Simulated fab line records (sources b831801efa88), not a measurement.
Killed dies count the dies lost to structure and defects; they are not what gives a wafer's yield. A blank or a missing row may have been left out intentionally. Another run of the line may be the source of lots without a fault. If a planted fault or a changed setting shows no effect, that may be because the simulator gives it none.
Chamber matching || flow gf180mcu || 3 sister chambers for GF_CONTACT_CVD_02 on pecvd-01
The step deposits SiO2 from TEOS, target thk 860 nm, time 95.992 s. 3 wafers are shown with their chamber, then 7 later ones without.

## EACH WAFER AND ITS CHAMBER
{"wafer": "L896.4", "chamber": 1, "heater power w (W)": 602}
{"wafer": "L896.5", "chamber": 0, "heater power w (W)": 777}
{"wafer": "L897.4", "chamber": 2, "heater power w (W)": 670}

## WAFERS MISSING THEIR CHAMBER
{"wafer": "L897.6", "heater power w (W)": 692}
{"wafer": "L898.2", "heater power w (W)": 608}
{"wafer": "L898.3", "heater power w (W)": 748}
{"wafer": "L898.6", "heater power w (W)": 801}
{"wafer": "L902.1", "heater power w (W)": 706}
{"wafer": "L902.3", "heater power w (W)": 734}
{"wafer": "L902.4", "heater power w (W)": 643}

## WHICH CHAMBER EACH WENT THROUGH
{"wafer": "L897.6", "from the rows above": 2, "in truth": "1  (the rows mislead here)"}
{"wafer": "L898.2", "from the rows above": "can't be placed: 1 or 2", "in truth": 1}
{"wafer": "L898.3", "from the rows above": "can't be placed: 0 or 2", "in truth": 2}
{"wafer": "L898.6", "from the rows above": 0, "in truth": 0}
{"wafer": "L902.1", "from the rows above": "can't be placed: 2 or 0", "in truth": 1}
{"wafer": "L902.3", "from the rows above": "can't be placed: 0 or 2", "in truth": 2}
{"wafer": "L902.4", "from the rows above": "can't be placed: 2 or 1", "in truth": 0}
1 of 7 placed correctly. From these rows, 5 cannot be placed; in 3 the true chamber is one of the candidates. 1 placed wrongly.
How it was worked out, from the rows above alone: a wafer's distance from a chamber is the root of the sum, over the readings, of the square of ((its reading less the chamber's mean) divided by the reading's scatter). If the next closest chamber is less than 2 further off than the closest, the wafer can't be placed; otherwise it belongs to the closest. The mean given for a chamber averages the wafers shown for that chamber. The scatter: root of mean squared gap, hidden wafer to nearest shown wafer, with one shown wafer a chamber.
